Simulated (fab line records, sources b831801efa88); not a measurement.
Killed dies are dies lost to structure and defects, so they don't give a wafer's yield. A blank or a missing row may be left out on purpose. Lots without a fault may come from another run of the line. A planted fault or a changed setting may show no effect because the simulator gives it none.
Which tool did it? | flow gf180mcu | 11 lots, 33 wafers sampled, at 5 steps of a route of 602

WHAT THE GAUGES READ, wafer by wafer
GF_MIM_THK_MEAS_11: measures by xrf.
lot  | measured     | on            | MIM_ALCU_THK (nm)
L916 | day 25 02:31 | film_metro-03 | 202.8 200.9 201.1
L917 | day 25 06:55 | film_metro-02 | 198.9 197.2 199.0
L920 | day 26 03:37 | film_metro-02 | 198.5 197.2 198.4
L919 | day 26 03:38 | film_metro-01 | 200.9 198.4 199.3
L926 | day 28 02:43 | film_metro-03 | 201.1 198.7 202.3
L928 | day 28 17:44 | film_metro-03 | 194.6 200.5 199.0
L929 | day 28 22:39 | film_metro-02 | 202.5 197.1 198.0
L931 | day 29 14:43 | film_metro-01 | 198.7 197.7 197.6
L936 | day 30 19:28 | film_metro-02 | 199.0 200.5 200.4
L937 | day 31 06:38 | film_metro-03 | 200.3 198.7 199.5
L938 | day 31 13:42 | film_metro-03 | 198.1 197.2 200.3

GF_PASSIVATION_THK_MEAS_01.
lot  | measured     | on            | PASSIVATION_CVD_00_THK (nm)
L916 | day 28 16:58 | film_metro-03 | 1003 1015 1004
L917 | day 28 21:12 | film_metro-03 | 998 991 991
L920 | day 29 14:47 | film_metro-03 | 977 974 1001
L919 | day 29 15:43 | film_metro-03 | 995 998 992
L926 | day 31 10:45 | film_metro-01 | 998 1002 1734 998 1003 1732
L928 | day 31 23:34 | film_metro-03 | 992 1700 994 990 1702 994
L929 | day 32 04:20 | film_metro-03 | 983 981 994
L931 | day 32 16:37 | film_metro-01 | 994 1009 1004
L936 | day 33 17:44 | film_metro-01 | 974 989 1011
L937 | day 34 03:07 | film_metro-04 | 978 999 989
L938 | day 34 09:13 | film_metro-04 | 982 997 981

WHICH TOOL RAN EACH LOT (tool, then ch and the chambers of the sampled wafers, then the start)
lot  | GF_MIM_METAL_ETCH_19              | GF_V5_ETCH_16                      | GF_PASSIVATION_CVD_00
L916 | rie_metal-03 ch 0,1, day 25 23:21 | rie_diel-03 ch 0,1, day 27 18:27   | pecvd-03 ch 0,1,2, day 28 16:53
L917 | rie_metal-03 ch 0, day 26 03:26   | rie_diel-03 ch 1,3, day 27 23:13   | pecvd-03 ch 0,1,2, day 28 21:07
L920 | rie_metal-01 ch 0,1, day 26 23:51 | rie_diel-04 ch 0,1,3, day 28 16:49 | pecvd-03 ch 0,1, day 29 14:43
L919 | rie_metal-02 ch 0,1, day 27 00:08 | rie_diel-04 ch 1,2,3, day 28 18:14 | pecvd-01 ch 0,1, day 29 15:38
L926 | rie_metal-01 ch 0, day 28 22:22   | rie_diel-04 ch 0,1,2, day 30 14:46 | pecvd-03 ch 0,2, day 31 10:40
L928 | rie_metal-02 ch 0,1, day 29 12:41 | rie_diel-03 ch 0,2,3, day 31 03:23 | pecvd-03 ch 0,1,2, day 31 23:29
L929 | rie_metal-01 ch 0,1, day 29 17:44 | rie_diel-04 ch 0,2,3, day 31 08:20 | pecvd-04 ch 1,2, day 32 04:16
L931 | rie_metal-02 ch 0,1, day 30 08:38 | rie_diel-02 ch 0,3, day 31 21:44   | pecvd-01 ch 0,1, day 32 16:32
L936 | rie_metal-03 ch 0,1, day 31 12:25 | rie_diel-03 ch 2,3, day 32 23:50   | pecvd-04 ch 0,2, day 33 17:38
L937 | rie_metal-01 ch 0,1, day 31 23:14 | rie_diel-04 ch 0,1,2, day 33 09:26 | pecvd-04 ch 0,1, day 34 03:01
L938 | rie_metal-01 ch 0,1, day 32 06:15 | rie_diel-02 ch 0,1, day 33 15:32   | pecvd-04 ch 0,2, day 34 09:08
- GF_MIM_METAL_ETCH_19: etches the open film in Cl2/BCl3, stops on Si3N4, target depth 324.5 nm, time 54.1 s.
- GF_V5_ETCH_16: etches BARC in N2/H2.
- GF_PASSIVATION_CVD_00: deposits SiO2 from TEOS, target thk 1000 nm, time 111.95 s.

WHAT THE TOOLS THEMSELVES READ (means of the sampled wafers that have a number; where no wafer has one, the mark that the record gives instead)
GF_MIM_METAL_ETCH_19.
lot  | tool         | chamber_pressure_mTorr (mTorr) | drypump_motor_current_A (A) | he_backside_leak_sccm (sccm) | mfc_cl2_sccm (sccm) | oes_product_au (a.u.) | throttle_valve_pct (%)
L916 | rie_metal-03 | 7.998                          | 5.9                         | 3.6                          | 80.23               | 0.943                 | 28.292
L917 | rie_metal-03 | 8.000                          | 5.7                         | 3.3                          | 79.80               | 0.940                 | 28.288
L920 | rie_metal-01 | 8.004                          | 5.7                         | 3.4                          | 79.99               | 0.943                 | 28.288
L919 | rie_metal-02 | 7.999                          | 6.2                         | 3.3                          | 80.27               | 0.941                 | 28.278
L926 | rie_metal-01 | 8.002                          | 6.5                         | 3.4                          | 80.04               | 0.941                 | 28.286
L928 | rie_metal-02 | 8.007                          | 6.2                         | 3.3                          | 80.01               | 0.930                 | 28.286
L929 | rie_metal-01 | 7.998                          | 5.6                         | 3.6                          | 80.17               | 0.940                 | 28.279
L931 | rie_metal-02 | 7.998                          | 6.2                         | 3.3                          | 80.04               | 0.930                 | 28.291
L936 | rie_metal-03 | 7.999                          | 6.0                         | 3.5                          | 80.27               | 0.943                 | 28.289
L937 | rie_metal-01 | 7.997                          | 6.1                         | 3.4                          | 79.86               | 0.947                 | 28.280
L938 | rie_metal-01 | 8.000                          | 6.1                         | 3.4                          | 80.12               | 0.936                 | 28.295

GF_V5_ETCH_16.
lot  | tool        | chamber_pressure_mTorr (mTorr) | drypump_motor_current_A (A) | h2_flow_sccm (sccm) | oes_product_au (a.u.) | throttle_valve_pct (%)
L916 | rie_diel-03 | 30.029                         | 5.6                         | 200.3               | 0.854                 | 13.222
L917 | rie_diel-03 | 29.991                         | 5.4                         | 200.4               | 0.855                 | 13.222
L920 | rie_diel-04 | 30.002                         | 5.7                         | 199.6               | 0.860                 | 13.220
L919 | rie_diel-04 | 30.004                         | 5.5                         | 199.9               | 0.859                 | 13.225
L926 | rie_diel-04 | 29.991                         | 5.8                         | 200.6               | 0.853                 | 13.235
L928 | rie_diel-03 | 30.009                         | 5.4                         | 200.4               | 0.852                 | 13.228
L929 | rie_diel-04 | 29.983                         | 5.8                         | 200.6               | 0.847                 | 13.238
L931 | rie_diel-02 | 29.986                         | 5.4                         | 200.1               | 0.855                 | 13.222
L936 | rie_diel-03 | 29.984                         | 4.9                         | 200.0               | 0.855                 | 13.228
L937 | rie_diel-04 | 30.017                         | 5.7                         | 200.5               | 0.857                 | 13.214
L938 | rie_diel-02 | 29.996                         | 5.8                         | 200.3               | 0.852                 | 13.218

GF_PASSIVATION_CVD_00.
lot  | tool     | heater_power_w (W) | run_length_s (s)
L916 | pecvd-03 | 612                | 139.7
L917 | pecvd-03 | 596                | 139.9
L920 | pecvd-03 | 674                | 139.9
L919 | pecvd-01 | 607                | 139.6
L926 | pecvd-03 | 604                | 167.0
L928 | pecvd-03 | 643                | 166.6
L929 | pecvd-04 | 637                | 140.4
L931 | pecvd-01 | 701                | 139.7
L936 | pecvd-04 | 694                | 139.7
L937 | pecvd-04 | 660                | 140.1
L938 | pecvd-04 | 683                | 140.1

THE ANSWER, worked out from the rows above alone
Rule: what is usual is taken from the lots themselves. Put in order of their means at a reading, lots are off if they are a third of the lots or fewer, leave a main group of 4 or more, and stand apart from it by a gap of 3 or more times the standard deviation of the main group's means; of several such gaps the widest counts. A main group whose means are all the same, to the digits that the tables above print for the reading, isn't used. A lot without any number at a reading at which 4 lots or more have one is off too. The other lots that the step has rows for count as sound. The gauges are gone through in route order, then the tools' own readings, and for those a lot's mean is taken as printed above. The first step at which some lot is off is used, and at that step the reading that is off furthest; a lot without a number counts as furthest.
Off: L926, L928, at GF_PASSIVATION_THK_MEAS_01 (PASSIVATION_CVD_00_THK). The main group: mean 993 nm, standard deviation 7.4.
A tool fits if, at a process step before that reading, it ran every lot that is off, and no sound lot after the first of them. The gauges at GF_PASSIVATION_THK_MEAS_01 aren't tried: what is off there is off at GF_PASSIVATION_CVD_00 too, on other tools, and a gauge's error can't cause that. One fits: pecvd-03 at GF_PASSIVATION_CVD_00. Its last sound lot is L920 (day 29 14:43), its first lot that is off L926 (day 31 10:40): a fault that began between those two fits.
The tool's own readings at GF_PASSIVATION_CVD_00 bear it out: on the lots that are off they differ by more than 5 times the standard deviation of the sound lots' means. run_length_s reads 166.8 s there against 139.9 s on the sound lots.

WHAT THE SIMULATOR HAD PUT IN
Process parameter drift: pecvd-03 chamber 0, from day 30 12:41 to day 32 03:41, at GF_PASSIVATION_CVD_00. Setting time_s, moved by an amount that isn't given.
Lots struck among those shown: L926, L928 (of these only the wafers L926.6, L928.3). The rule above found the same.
